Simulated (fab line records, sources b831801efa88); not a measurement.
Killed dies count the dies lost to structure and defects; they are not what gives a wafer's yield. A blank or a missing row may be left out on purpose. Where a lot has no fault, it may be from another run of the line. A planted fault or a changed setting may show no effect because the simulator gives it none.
Comparing a struck lot with a sound one + flow sky130 + 34 steps out of a route of 708
Sound: the wafers L359.2, L359.3, L359.5. Wafers struck: L367.1, L367.3, L367.4. The cause is given at the end.
For every step that has rows: the tool of each side, followed by ch and its chambers, followed by its first start. Under that, the readings that differ: sound wafers + struck wafers + difference of the means + sigmas: that difference in standard deviations of wafers without a fault.
alike: readings whose means differ by less than 2 such deviations, and words and numbers that are the same on both sides. not compared: withheld readings, readings that some wafer has no value for, bounds like >300 that may hide the same value, and numbers for which the record gives no deviation and whose values overlap.
Wherever a step has rows on one side only, a row that says differs or no value, or a row with sigmas, the two part there. When numbers do not overlap yet have no deviation, they are printed without sigmas and do not part them. A reading missing from all wafers of one side parts the sides only when that side holds two or more wafers.

first, 10 steps without rows for these wafers: SKY_LOCAL_INTERCONNECT_COAT_06 (resist thk 450 nm); SKY_LOCAL_INTERCONNECT_SOFTBAKE_07 (time 90 s); SKY_LOCAL_INTERCONNECT_EXPOSE_08 (exposes mask LI1M, target cd 170 nm); SKY_LOCAL_INTERCONNECT_PEB_09; SKY_LOCAL_INTERCONNECT_DEVELOP_10 (develop time 60 s); SKY_LOCAL_INTERCONNECT_ETCH_13 (etches BARC in N2/H2, stops on SiO2, time 45.9 s, target depth 60 nm); SKY_LOCAL_INTERCONNECT_METAL_ETCH_14 (etches TiN in Cl2/BCl3, stops on PSG, target depth 110 nm, time 31.4 s); SKY_LOCAL_INTERCONNECT_STRIP_15 (strips in O2/N2); SKY_LOCAL_INTERCONNECT_STRIP_16 (strips in post etch residue remover, time 1200 s); SKY_LOCAL_INTERCONNECT_CLEAN_17 (cleans in IPA, time 180 s).
SKY_LOCAL_INTERCONNECT_CLEAN_18: cleans in O3/DIW.
  sound on wetBench-02 ch 3, day 33 04:43; struck on wetBench-02 ch 3, day 35 12:31
then, 22 steps without rows for these wafers: SKY_CONTACT_CVD_00 (deposits Si3N4, target thk 75 nm); SKY_CONTACT_HDPCVD_02 (deposits SiO2, target thk 565 nm, time 94.2 s); SKY_CONTACT_CMP_04 (polishes SiO2); SKY_CONTACT_DEHYDRATE_06 (time 60 s); SKY_CONTACT_HMDS_07 (prime time 60 s); SKY_CONTACT_COAT_08 (resist thk 60 nm); SKY_CONTACT_COAT_09 (resist thk 450 nm); SKY_CONTACT_SOFTBAKE_10 (time 90 s); SKY_CONTACT_EXPOSE_11 (exposes mask CTM1, target cd 170 nm); SKY_CONTACT_PEB_12; SKY_CONTACT_DEVELOP_13 (develop time 60 s); SKY_CONTACT_ETCH_16 (etches BARC in N2/H2, stops on SiO2, time 45.9 s, target depth 60 nm); SKY_CONTACT_ETCH_17 (etches SiO2 in C4F8/O2/Ar, stops on Si3N4, target depth 340 nm); SKY_CONTACT_ETCH_18 (etches Si3N4 in CHF3/O2, stops on TiN, time 39 s, target depth 75 nm); SKY_CONTACT_STRIP_19 (strips in O2/N2); SKY_CONTACT_STRIP_20 (strips in post etch residue remover, time 1200 s); SKY_CONTACT_CLEAN_21 (cleans in IPA, time 180 s); SKY_CONTACT_CLEAN_22 (cleans in O3/DIW); SKY_CONTACT_SPUTTER_23 (material TiN, target thk 20 nm, time 80 s); SKY_CONTACT_CVD_24 (deposits W, target thk 340 nm, time 102.12 s); SKY_CONTACT_CMP_27 (polishes, stops on SiO2, t overpolish 15 s, target thk 0 nm); SKY_METAL1_SPUTTER_00 (material Ti, target thk 15 nm, time 10 s).
-- the record jumps here: 15 days lie between the struck wafers' starts before and after (it left off in module METAL1 and takes up again in module PAD_OPEN, whose first step shown is number 708 of the route) --
SKY_PAD_OPEN_PROBE_99:
  the record has rows for the struck wafers here (prober-02, day 50 02:32) and none for the sound ones

## WHERE THEY PART
At SKY_PAD_OPEN_PROBE_99 and nowhere else, as far as this record goes.

WHY: whatever the simulator had introduced
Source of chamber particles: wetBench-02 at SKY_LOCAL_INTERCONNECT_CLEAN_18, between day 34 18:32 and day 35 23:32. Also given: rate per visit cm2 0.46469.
